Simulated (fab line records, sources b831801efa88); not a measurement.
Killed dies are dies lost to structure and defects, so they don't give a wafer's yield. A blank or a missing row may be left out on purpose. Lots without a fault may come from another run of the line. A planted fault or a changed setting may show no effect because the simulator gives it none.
Which tool did it? | flow gf180mcu | 6 lots, 18 wafers sampled, at 3 steps of a route of 602

WHAT THE GAUGES READ, wafer by wafer
GF_PASSIVATION_THK_MEAS_03.
lot  | measured     | on            | PASSIVATION_CVD_02_THK (nm)
L562 | day 28 17:55 | film_metro-04 | 695 709 703
L566 | day 29 19:10 | film_metro-04 | 694 702 703
L575 | day 32 16:25 | film_metro-02 | 605 619 614 605 619 615
L577 | day 33 02:04 | film_metro-04 | 715 688 713
L581 | day 33 16:08 | film_metro-02 | 696 695 703
L584 | day 34 04:07 | film_metro-04 | 701 713 720

WHICH TOOL RAN EACH LOT (tool, then ch and the chambers of the sampled wafers, then the start)
lot  | GF_V5_CMP_04                  | GF_PASSIVATION_CVD_02
L562 | cmp-02 ch 2,3, day 26 23:10   | pecvd-02 ch 0,2, day 28 17:37
L566 | cmp-01 ch 1,2, day 28 02:07   | pecvd-02 ch 1,2, day 29 18:51
L575 | cmp-02 ch 1,2,3, day 31 02:58 | pecvd-02 ch 0,1, day 32 15:59
L577 | cmp-02 ch 0,1,3, day 31 13:17 | pecvd-01 ch 0,1,2, day 33 01:47
L581 | cmp-01 ch 0,2,3, day 32 04:31 | pecvd-04 ch 0,2, day 33 15:51
L584 | cmp-02 ch 0,1, day 32 17:12   | pecvd-04 ch 0,1,2, day 34 03:48
- GF_V5_CMP_04: polishes SiO2.
- GF_PASSIVATION_CVD_02: deposits Si3N4, target thk 700 nm, time 486.18 s.

THE ANSWER, worked out from the rows above alone
Rule: what is usual is taken from the lots themselves. Put in order of their means at a reading, lots are off if they are a third of the lots or fewer, leave a main group of 4 or more, and stand apart from it by a gap of 3 or more times the standard deviation of the main group's means; of several such gaps the widest counts. A main group whose means are all the same, to the digits that the tables above print for the reading, isn't used. A lot without any number at a reading at which 4 lots or more have one is off too. The other lots that the step has rows for count as sound.
Off: L575, at GF_PASSIVATION_THK_MEAS_03 (PASSIVATION_CVD_02_THK). The main group: mean 703 nm, standard deviation 4.7.
A tool fits if, at a process step before that reading, it ran every lot that is off, and no sound lot after the first of them. The gauges at GF_PASSIVATION_THK_MEAS_03 are tried like those tools. One fits: pecvd-02 at GF_PASSIVATION_CVD_02. Its last sound lot is L566 (day 29 18:51), its first lot that is off L575 (day 32 15:59): a fault that began between those two fits.

WHAT THE SIMULATOR HAD PUT IN
Process parameter drift: pecvd-02, from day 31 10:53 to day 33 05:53, at GF_PASSIVATION_CVD_02. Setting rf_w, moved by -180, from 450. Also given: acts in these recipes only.
Lots struck among those shown: L575. The rule above found the same.
